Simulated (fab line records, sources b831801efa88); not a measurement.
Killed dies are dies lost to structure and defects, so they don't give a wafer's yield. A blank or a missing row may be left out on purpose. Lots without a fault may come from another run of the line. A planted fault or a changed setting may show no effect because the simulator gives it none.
A struck lot beside a sound one | flow sky130 | 14 steps out of a route of 708
Sound: wafers L104.2, L104.4, L104.5. Struck: wafers L114.2, L114.4, L114.5. The cause comes at the end.
At each step with rows: each side's tool, then ch and its chambers, then its first start. Under that, the readings that differ: sound wafers | struck wafers | difference of the means | sigmas: that difference in standard deviations of wafers without a fault.
alike: readings whose means differ by less than 2 such deviations, and words and numbers that are the same on both sides. not compared: withheld readings, readings that some wafer has no value for, bounds like >300 that may hide the same value, and numbers for which the record gives no deviation and whose values overlap.
The two part at a step that has a row with sigmas, a row that says differs or no value, or rows on one side only. Numbers that don't overlap but have no deviation are shown without sigmas and don't part them. A reading that every wafer of one side lacks parts them only if that side has two wafers or more.

first, 6 steps without rows for these wafers: SKY_LDD_N_IMPLANT_10; SKY_LDD_N_IMPLANT_11; SKY_LDD_N_IMPLANT_12; SKY_LDD_N_IMPLANT_13; SKY_LDD_N_IMPLANT_14; SKY_LDD_N_IMPLANT_15.
SKY_LDD_N_STRIP_16: strips in O2/N2.
  sound on plasma_asher-02 ch 0,1, day 19 13:31; struck on plasma_asher-04 ch 0,1, day 23 06:07
  alike: drypump_motor_current_A, oes_product_au, strip_time_to_endpoint_s
  not compared: rf_hours_counter_h
SKY_LDD_N_TW_MEAS_17:
  sound on film_metro-01, day 19 13:37; struck on film_metro-01, day 23 06:13
  alike: LDD_N_TW
then, 4 steps without rows for these wafers: SKY_LDD_P_DEHYDRATE_00 (time 60 s); SKY_LDD_P_HMDS_01 (prime time 60 s); SKY_LDD_P_COAT_02 (resist thk 1140 nm); SKY_LDD_P_SOFTBAKE_03 (time 60 s).
SKY_LDD_P_EXPOSE_04: exposes mask PSDM, target cd 380 nm.
  sound on iline_stepper-01 ch 0, day 20 04:22; struck on iline_stepper-02, day 23 21:01
  no value came back on the struck wafers for exposure_dose_mJ_cm2, focus_offset_nm (nm); on the sound wafers exposure_dose_mJ_cm2 reads 137.88 137.86 137.88
  alike: mask
then, 1 step without rows for these wafers: SKY_LDD_P_PEB_05.

WHERE THEY PART
Only at SKY_LDD_P_EXPOSE_04, within this record.

WHY: what the simulator had put in
Skipped step whole: iline_stepper-02, from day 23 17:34 on, at SKY_LDD_P_EXPOSE_04. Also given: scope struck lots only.
